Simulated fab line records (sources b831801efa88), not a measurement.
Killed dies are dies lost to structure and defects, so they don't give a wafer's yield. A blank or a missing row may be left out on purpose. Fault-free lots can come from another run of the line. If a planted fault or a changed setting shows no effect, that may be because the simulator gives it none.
The same fault as seen by 2 desks || flow sky130 || every desk sees just its own numbers, and what lay behind them comes last

## DESK OF THE TOOL OWNER: cvd_w-02
The tool's own readings at SKY_VIA4_CVD_18 (deposits W, target thk 505 nm, time 152.14 s): means of the sampled wafers that have a number, for each lot that ran on this tool. Marked OUT: a lot whose mean sits more than 4 standard deviations from the usual mean, which makes it out of limits; the brackets give that distance.
Columns: A = heater_power_w at SKY_VIA4_CVD_18, usual 816 W
{"lot": "L566", "first seen here": "day 43 07:37", "A": 853}
{"lot": "L569", "first seen here": "day 45 00:43", "A": 855}
{"lot": "L572", "first seen here": "day 45 08:41", "A": 842}
{"lot": "L576", "first seen here": "day 46 10:49", "A": 840}
{"lot": "L579", "first seen here": "day 46 21:54", "A": 796}
{"lot": "L582", "first seen here": "day 47 10:11", "A": 854}
{"lot": "L583", "first seen here": "day 47 23:24", "A": 804}
This desk found nothing out of limits on any of the 7 lots.

## FROM THE METROLOGY DESK
Means of the sampled wafers that have a number, per lot and without regard to the tool the lot ran on: this is what the gauges read. Marked OUT: a lot whose mean sits more than 4 standard deviations from the usual mean, which makes it out of limits; the brackets give that distance.
Columns: A = cd_nm at SKY_METAL4_CD_MEAS_13, usual 299.9 nm; B = METAL4_OVL at SKY_METAL4_OVL_MEAS_14, usual -2 nm; C = VIA4_W_RS at SKY_VIA4_RS_MEAS_19, usual 0.2283 ohm/sq; D = VIA4_W_THK at SKY_VIA4_THK_MEAS_20, usual 501 nm
{"lot": "L566", "first seen here": "day 42 06:24", "A": 300.4, "B": -1, "C": 0.2280, "D": 500}
{"lot": "L570", "first seen here": "day 43 18:45", "A": 297.9, "B": -5, "C": 0.2266, "D": 509}
{"lot": "L571", "first seen here": "day 43 21:20", "A": 298.2, "B": -1, "C": 0.2314, "D": 499}
{"lot": "L569", "first seen here": "day 43 23:20", "A": 298.6, "B": 2, "C": 0.2277, "D": 498}
{"lot": "L572", "first seen here": "day 44 08:38", "A": 298.7, "B": -1, "C": 0.2237, "D": 518}
{"lot": "L574", "first seen here": "day 45 03:21", "A": 300.5, "B": -0, "C": 0.2273, "D": 500}
{"lot": "L576", "first seen here": "day 45 10:41", "A": 300.9, "B": -9, "C": 0.2262, "D": 503}
{"lot": "L579", "first seen here": "day 45 23:42", "A": 301.8, "B": -6, "C": "0.3866 (+66) OUT", "D": "355 (-21) OUT"}
{"lot": "L582", "first seen here": "day 46 11:25", "A": 300.7, "B": 2, "C": "0.3810 (+64) OUT", "D": "356 (-21) OUT"}
{"lot": "L583", "first seen here": "day 47 01:12", "A": 299.6, "B": -1, "C": "0.3837 (+65) OUT", "D": "358 (-20) OUT"}
{"lot": "L586", "first seen here": "day 47 15:03", "A": 301.6, "B": 4, "C": 0.2276, "D": 500}
Per this desk, out of limits: L579, L582, L583; the first was L579, day 46 22:04 (VIA4_W_RS at SKY_VIA4_RS_MEAS_19). L566, L570, L571, L569, L572, L574, L576, L586 stayed within limits.

## TAKEN TOGETHER
An alarm was possible from the metrology desk at day 46 22:04, on L579, L582, L583.
The desk of the tool owner found nothing out of limits.
On record at the tool owner's desk: L579, L582, L583, within its limits.
The lots listed all ran SKY_VIA4_CVD_18 on cvd_w-02.

## WHAT THE SIMULATOR HAD PUT IN
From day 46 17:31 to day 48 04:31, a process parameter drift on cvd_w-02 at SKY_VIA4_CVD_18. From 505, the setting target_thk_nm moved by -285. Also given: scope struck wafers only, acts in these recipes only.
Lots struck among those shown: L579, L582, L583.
Time in hours between the start of the fault and the first out-of-limits reading at each desk: metrology desk, 5.
